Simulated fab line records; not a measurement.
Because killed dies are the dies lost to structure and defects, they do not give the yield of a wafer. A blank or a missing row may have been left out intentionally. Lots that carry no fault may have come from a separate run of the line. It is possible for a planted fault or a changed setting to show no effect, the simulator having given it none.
The tool behind it: which one? :: flow gf180mcu :: Sampling: 10 lots, 30 wafers, 7 of 602 route steps

== WHAT THE GAUGES SHOWED, per wafer ==
GF_PSD_TW_MEAS_11. Usual: PSD_TW gives 3163 (standard deviation 19).
lot: L687
measured: day 14 18:48
on: filmMetro-02
PSD_TW: 3147 3162 3157
flag: 

lot: L688
measured: day 14 22:14
on: filmMetro-03
PSD_TW: 3187 3188 3188
flag: 

lot: L690
measured: day 15 15:18
on: filmMetro-02
PSD_TW: 3150 3148 3144
flag: 

lot: L692
measured: day 16 04:28
on: filmMetro-03
PSD_TW: 3047 3028 3061
flag: OFF

lot: L693
measured: day 16 13:13
on: filmMetro-02
PSD_TW: 3135 3132 3134
flag: 

lot: L695
measured: day 17 06:14
on: filmMetro-02
PSD_TW: 3005 3013 3019
flag: OFF

lot: L703
measured: day 20 01:31
on: filmMetro-02
PSD_TW: 3189 3174 3169
flag: 

lot: L707
measured: day 21 11:15
on: filmMetro-02
PSD_TW: 3150 3160 3145
flag: 

lot: L708
measured: day 21 21:53
on: filmMetro-02
PSD_TW: 3160 3153 3157
flag: 

lot: L709
measured: day 22 11:21
on: filmMetro-02
PSD_TW: 3148 3152 3140
flag: 

GF_PSD_RS_MEAS_15: a four-point-probe measurement. Usual: PSD_RS gives 108.6 ohm/sq (standard deviation 0.31).
lot: L687
measured: day 14 19:07
on: filmMetro-03
PSD_RS (ohm/sq): 108.3 108.5 108.3
flag: 

lot: L688
measured: day 14 22:33
on: filmMetro-02
PSD_RS (ohm/sq): 108.6 108.5 108.7
flag: 

lot: L690
measured: day 15 15:37
on: filmMetro-01
PSD_RS (ohm/sq): 108.8 108.5 108.5
flag: 

lot: L692
measured: day 16 04:49
on: filmMetro-03
PSD_RS (ohm/sq): 116.7 116.8 116.9
flag: OFF

lot: L693
measured: day 16 13:32
on: filmMetro-01
PSD_RS (ohm/sq): 109.1 108.6 108.5
flag: 

lot: L695
measured: day 17 06:34
on: filmMetro-01
PSD_RS (ohm/sq): 117.4 117.1 117.3
flag: OFF

lot: L703
measured: day 20 01:52
on: filmMetro-03
PSD_RS (ohm/sq): 108.5 108.5 108.4
flag: 

lot: L707
measured: day 21 11:35
on: filmMetro-03
PSD_RS (ohm/sq): 108.6 108.6 108.7
flag: 

lot: L708
measured: day 21 22:12
on: filmMetro-01
PSD_RS (ohm/sq): 108.5 108.7 108.7
flag: 

lot: L709
measured: day 22 11:40
on: filmMetro-01
PSD_RS (ohm/sq): 109.1 109.1 109.1
flag: 

GF_CONTACT_THK_MEAS_03. Usual: CONTACT_CVD_02_THK gives 860 nm (standard deviation 11).
lot: L687
measured: day 15 18:14
on: filmMetro-01
CONTACT_CVD_02_THK (nm): 840 868 855
flag: 

lot: L688
measured: day 15 21:10
on: filmMetro-03
CONTACT_CVD_02_THK (nm): 859 874 881
flag: 

lot: L690
measured: day 16 19:15
on: filmMetro-04
CONTACT_CVD_02_THK (nm): 857 876 880
flag: 

lot: L692
measured: day 17 04:59
on: filmMetro-03
CONTACT_CVD_02_THK (nm): 849 873 865
flag: 

lot: L693
measured: day 17 13:39
on: filmMetro-03
CONTACT_CVD_02_THK (nm): 867 864 875
flag: 

lot: L695
measured: day 18 07:21
on: filmMetro-01
CONTACT_CVD_02_THK (nm): 873 868 882
flag: 

lot: L703
measured: day 21 02:54
on: filmMetro-04
CONTACT_CVD_02_THK (nm): 853 857 854
flag: 

lot: L707
measured: day 22 12:20
on: filmMetro-04
CONTACT_CVD_02_THK (nm): 840 862 854
flag: 

lot: L708
measured: day 22 21:53
on: filmMetro-03
CONTACT_CVD_02_THK (nm): 867 858 864
flag: 

lot: L709
measured: day 23 11:37
on: filmMetro-04
CONTACT_CVD_02_THK (nm): 844 874 874
flag: 

== EACH LOT AND THE TOOL THAT RAN IT (in order: tool; ch and the chambers of the sampled wafers; start) ==
lot: L687
GF_VT_IMPLANT_STRIP_42: plasmaAsher-01 ch 0,1, day 7 20:18
GF_PSD_IMPLANT_09: implanter-03 ch 0, day 14 18:34
GF_PSD_STRIP_10: plasmaAsher-03 ch 0, day 14 18:41
GF_SAB_STRIP_13: plasmaAsher-02 ch 0,1, day 15 17:19

lot: L688
GF_VT_IMPLANT_STRIP_42: plasmaAsher-04 ch 0,1, day 8 03:23
GF_PSD_IMPLANT_09: implanter-02 ch 0, day 14 21:59
GF_PSD_STRIP_10: plasmaAsher-02 ch 0, day 14 22:07
GF_SAB_STRIP_13: plasmaAsher-02 ch 0,1, day 15 20:14

lot: L690
GF_VT_IMPLANT_STRIP_42: plasmaAsher-02 ch 0, day 8 15:09
GF_PSD_IMPLANT_09: implanter-02 ch 0, day 15 15:03
GF_PSD_STRIP_10: plasmaAsher-02 ch 0, day 15 15:12
GF_SAB_STRIP_13: plasmaAsher-01 ch 0,1, day 16 18:21

lot: L692
GF_VT_IMPLANT_STRIP_42: plasmaAsher-01 ch 0,1, day 9 01:41
GF_PSD_IMPLANT_09: implanter-02 ch 0, day 16 04:15
GF_PSD_STRIP_10: plasmaAsher-03 ch 0,1, day 16 04:23
GF_SAB_STRIP_13: plasmaAsher-03 ch 0,1, day 17 04:07

lot: L693
GF_VT_IMPLANT_STRIP_42: plasmaAsher-02 ch 0,1, day 9 10:47
GF_PSD_IMPLANT_09: implanter-03 ch 0, day 16 12:58
GF_PSD_STRIP_10: plasmaAsher-02 ch 0,1, day 16 13:06
GF_SAB_STRIP_13: plasmaAsher-01 ch 0,1, day 17 12:45

lot: L695
GF_VT_IMPLANT_STRIP_42: plasmaAsher-01 ch 0,1, day 10 00:00
GF_PSD_IMPLANT_09: implanter-02 ch 0, day 17 06:01
GF_PSD_STRIP_10: plasmaAsher-04 ch 0,1, day 17 06:08
GF_SAB_STRIP_13: plasmaAsher-02 ch 0,1, day 18 06:27

lot: L703
GF_VT_IMPLANT_STRIP_42: plasmaAsher-02 ch 0,1, day 12 03:40
GF_PSD_IMPLANT_09: implanter-04 ch 0, day 20 01:18
GF_PSD_STRIP_10: plasmaAsher-03 ch 0,1, day 20 01:26
GF_SAB_STRIP_13: plasmaAsher-02 ch 0,1, day 21 02:01

lot: L707
GF_VT_IMPLANT_STRIP_42: plasmaAsher-02 ch 0,1, day 13 08:35
GF_PSD_IMPLANT_09: implanter-02 ch 0, day 21 11:02
GF_PSD_STRIP_10: plasmaAsher-02 ch 0,1, day 21 11:10
GF_SAB_STRIP_13: plasmaAsher-02 ch 0,1, day 22 11:27

lot: L708
GF_VT_IMPLANT_STRIP_42: plasmaAsher-01 ch 0,1, day 13 16:44
GF_PSD_IMPLANT_09: implanter-03 ch 0, day 21 21:38
GF_PSD_STRIP_10: plasmaAsher-04 ch 0,1, day 21 21:46
GF_SAB_STRIP_13: plasmaAsher-02 ch 0,1, day 22 21:00

lot: L709
GF_VT_IMPLANT_STRIP_42: plasmaAsher-02 ch 0,1, day 14 03:47
GF_PSD_IMPLANT_09: implanter-02 ch 0, day 22 11:06
GF_PSD_STRIP_10: plasmaAsher-04 ch 0,1, day 22 11:15
GF_SAB_STRIP_13: plasmaAsher-03 ch 0,1, day 23 10:41
- GF_VT_IMPLANT_STRIP_42: strips in O2/N2.
- GF_PSD_IMPLANT_09
- GF_PSD_STRIP_10: strips in O2/N2.
- GF_SAB_STRIP_13: strips in O2/N2.

== WHAT THE TOOLS THEMSELVES READ (means of the sampled wafers that have a number; where no wafer has one, the mark that the record gives instead) ==
GF_VT_IMPLANT_STRIP_42. Usual: drypumpMotorCurrentA 5.70 A, standard deviation 0.23; heaterPowerW 327 W, standard deviation 36; oesProductAu 0.716 a.u., standard deviation 0.0044; stripTimeToEndpointS 12.63 s, standard deviation 0.038.
lot: L687
tool: plasmaAsher-01
drypumpMotorCurrentA (A): 5.63
heaterPowerW (W): 362
oesProductAu (a.u.): 0.714
stripTimeToEndpointS (s): 12.60
flag: 

lot: L688
tool: plasmaAsher-04
drypumpMotorCurrentA (A): 6.00
heaterPowerW (W): 311
oesProductAu (a.u.): 0.714
stripTimeToEndpointS (s): 12.62
flag: 

lot: L690
tool: plasmaAsher-02
drypumpMotorCurrentA (A): 5.72
heaterPowerW (W): 280
oesProductAu (a.u.): 0.716
stripTimeToEndpointS (s): 12.65
flag: 

lot: L692
tool: plasmaAsher-01
drypumpMotorCurrentA (A): 5.68
heaterPowerW (W): 363
oesProductAu (a.u.): 0.717
stripTimeToEndpointS (s): 12.67
flag: 

lot: L693
tool: plasmaAsher-02
drypumpMotorCurrentA (A): 5.69
heaterPowerW (W): 297
oesProductAu (a.u.): 0.717
stripTimeToEndpointS (s): 12.58
flag: 

lot: L695
tool: plasmaAsher-01
drypumpMotorCurrentA (A): 5.64
heaterPowerW (W): 360
oesProductAu (a.u.): 0.717
stripTimeToEndpointS (s): 12.60
flag: 

lot: L703
tool: plasmaAsher-02
drypumpMotorCurrentA (A): 5.71
heaterPowerW (W): 294
oesProductAu (a.u.): 0.720
stripTimeToEndpointS (s): 12.63
flag: 

lot: L707
tool: plasmaAsher-02
drypumpMotorCurrentA (A): 5.68
heaterPowerW (W): 298
oesProductAu (a.u.): 0.714
stripTimeToEndpointS (s): 12.64
flag: 

lot: L708
tool: plasmaAsher-01
drypumpMotorCurrentA (A): 5.64
heaterPowerW (W): 355
oesProductAu (a.u.): 0.717
stripTimeToEndpointS (s): 12.65
flag: 

lot: L709
tool: plasmaAsher-02
drypumpMotorCurrentA (A): 5.70
heaterPowerW (W): 291
oesProductAu (a.u.): 0.715
stripTimeToEndpointS (s): 12.65
flag: 

GF_PSD_IMPLANT_09. Usual: beamEnergyKeV 40.001, standard deviation 0.013; beamOnS 10.01 s, standard deviation 0.21; doseIonsCm2 1.5e+15, standard deviation 1.4e+12.
lot: L687
tool: implanter-03
beamEnergyKeV: 40.013
beamOnS (s): 10.05
doseIonsCm2: 1.5e+15
flag: 

lot: L688
tool: implanter-02
beamEnergyKeV: 39.995
beamOnS (s): 9.84
doseIonsCm2: 1.5e+15
flag: 

lot: L690
tool: implanter-02
beamEnergyKeV: 40.010
beamOnS (s): 9.87
doseIonsCm2: 1.5e+15
flag: 

lot: L692
tool: implanter-02
beamEnergyKeV: 34.095
beamOnS (s): 10.08
doseIonsCm2: 1.5e+15
flag: OFF

lot: L693
tool: implanter-03
beamEnergyKeV: 40.003
beamOnS (s): 10.07
doseIonsCm2: 1.5e+15
flag: 

lot: L695
tool: implanter-02
beamEnergyKeV: 34.088
beamOnS (s): 10.05
doseIonsCm2: 1.5e+15
flag: OFF

lot: L703
tool: implanter-04
beamEnergyKeV: 39.990
beamOnS (s): 10.23
doseIonsCm2: 1.5e+15
flag: 

lot: L707
tool: implanter-02
beamEnergyKeV: 39.996
beamOnS (s): 10.01
doseIonsCm2: 1.5e+15
flag: 

lot: L708
tool: implanter-03
beamEnergyKeV: 40.005
beamOnS (s): 10.05
doseIonsCm2: 1.5e+15
flag: 

lot: L709
tool: implanter-02
beamEnergyKeV: 39.996
beamOnS (s): 10.00
doseIonsCm2: 1.5e+15
flag: 

GF_PSD_STRIP_10. Usual: drypumpMotorCurrentA 5.5 A, standard deviation 0.45; heaterPowerW 306 W, standard deviation 29; oesProductAu 0.592 a.u., standard deviation 0.0045; stripTimeToEndpointS 16.52 s, standard deviation 0.036.
lot: L687
tool: plasmaAsher-03
drypumpMotorCurrentA (A): 4.8
heaterPowerW (W): 286
oesProductAu (a.u.): 0.593
stripTimeToEndpointS (s): 16.52
flag: 

lot: L688
tool: plasmaAsher-02
drypumpMotorCurrentA (A): 5.7
heaterPowerW (W): 277
oesProductAu (a.u.): 0.596
stripTimeToEndpointS (s): 16.54
flag: 

lot: L690
tool: plasmaAsher-02
drypumpMotorCurrentA (A): 5.7
heaterPowerW (W): 279
oesProductAu (a.u.): 0.592
stripTimeToEndpointS (s): 16.51
flag: 

lot: L692
tool: plasmaAsher-03
drypumpMotorCurrentA (A): 5.1
heaterPowerW (W): 307
oesProductAu (a.u.): 0.604
stripTimeToEndpointS (s): 15.96
flag: OFF

lot: L693
tool: plasmaAsher-02
drypumpMotorCurrentA (A): 5.7
heaterPowerW (W): 288
oesProductAu (a.u.): 0.593
stripTimeToEndpointS (s): 16.47
flag: 

lot: L695
tool: plasmaAsher-04
drypumpMotorCurrentA (A): 5.6
heaterPowerW (W): 334
oesProductAu (a.u.): 0.601
stripTimeToEndpointS (s): 15.95
flag: OFF

lot: L703
tool: plasmaAsher-03
drypumpMotorCurrentA (A): 5.1
heaterPowerW (W): 307
oesProductAu (a.u.): 0.586
stripTimeToEndpointS (s): 16.53
flag: 

lot: L707
tool: plasmaAsher-02
drypumpMotorCurrentA (A): 5.7
heaterPowerW (W): 294
oesProductAu (a.u.): 0.592
stripTimeToEndpointS (s): 16.44
flag: 

lot: L708
tool: plasmaAsher-04
drypumpMotorCurrentA (A): 6.0
heaterPowerW (W): 311
oesProductAu (a.u.): 0.594
stripTimeToEndpointS (s): 16.54
flag: 

lot: L709
tool: plasmaAsher-04
drypumpMotorCurrentA (A): 5.6
heaterPowerW (W): 337
oesProductAu (a.u.): 0.597
stripTimeToEndpointS (s): 16.54
flag: 

GF_SAB_STRIP_13. Usual: drypumpMotorCurrentA 5.5 A, standard deviation 0.33; heaterPowerW 309 W, standard deviation 29; oesProductAu 0.709 a.u., standard deviation 0.0045; stripTimeToEndpointS 12.618 s, standard deviation 0.029.
lot: L687
tool: plasmaAsher-02
drypumpMotorCurrentA (A): 5.7
heaterPowerW (W): 309
oesProductAu (a.u.): 0.708
stripTimeToEndpointS (s): 12.624
flag: 

lot: L688
tool: plasmaAsher-02
drypumpMotorCurrentA (A): 5.7
heaterPowerW (W): 304
oesProductAu (a.u.): 0.710
stripTimeToEndpointS (s): 12.628
flag: 

lot: L690
tool: plasmaAsher-01
drypumpMotorCurrentA (A): 5.7
heaterPowerW (W): 358
oesProductAu (a.u.): 0.709
stripTimeToEndpointS (s): 12.592
flag: 

lot: L692
tool: plasmaAsher-03
drypumpMotorCurrentA (A): 5.1
heaterPowerW (W): 312
oesProductAu (a.u.): 0.713
stripTimeToEndpointS (s): 12.626
flag: 

lot: L693
tool: plasmaAsher-01
drypumpMotorCurrentA (A): 5.6
heaterPowerW (W): 361
oesProductAu (a.u.): 0.711
stripTimeToEndpointS (s): 12.627
flag: 

lot: L695
tool: plasmaAsher-02
drypumpMotorCurrentA (A): 5.6
heaterPowerW (W): 312
oesProductAu (a.u.): 0.707
stripTimeToEndpointS (s): 12.610
flag: 

lot: L703
tool: plasmaAsher-02
drypumpMotorCurrentA (A): 5.7
heaterPowerW (W): 291
oesProductAu (a.u.): 0.706
stripTimeToEndpointS (s): 12.640
flag: 

lot: L707
tool: plasmaAsher-02
drypumpMotorCurrentA (A): 5.7
heaterPowerW (W): 293
oesProductAu (a.u.): 0.708
stripTimeToEndpointS (s): 12.615
flag: 

lot: L708
tool: plasmaAsher-02
drypumpMotorCurrentA (A): 5.7
heaterPowerW (W): 298
oesProductAu (a.u.): 0.708
stripTimeToEndpointS (s): 12.628
flag: 

lot: L709
tool: plasmaAsher-03
drypumpMotorCurrentA (A): 5.2
heaterPowerW (W): 315
oesProductAu (a.u.): 0.708
stripTimeToEndpointS (s): 12.603
flag: 

== THE ANSWER, worked out from the rows above alone ==
Rule: a lot counts as off when the mean over its wafers that have a number is more than 3 standard deviations away from the usual mean. A lot without any number at a reading at which 4 lots or more have one is off too. The other lots that the step has rows for count as sound. First the gauges in route order, then the tools' own readings, where a lot's mean is used as printed above. The first step at which some lot is off is used, and at that step the reading that is off furthest; a lot without a number counts as furthest.
Off: L692, L695, seen at GF_PSD_TW_MEAS_11 (PSD_TW).
A tool fits if, at a process step before that reading, it ran every lot that is off, and no sound lot after the first of them. Not tried: the gauges at GF_PSD_TW_MEAS_11; whatever is off there is also off at GF_PSD_IMPLANT_09, on other tools, and gauge error can't account for it. None of those tried fits.

== WHAT THE SIMULATOR HAD INSERTED ==
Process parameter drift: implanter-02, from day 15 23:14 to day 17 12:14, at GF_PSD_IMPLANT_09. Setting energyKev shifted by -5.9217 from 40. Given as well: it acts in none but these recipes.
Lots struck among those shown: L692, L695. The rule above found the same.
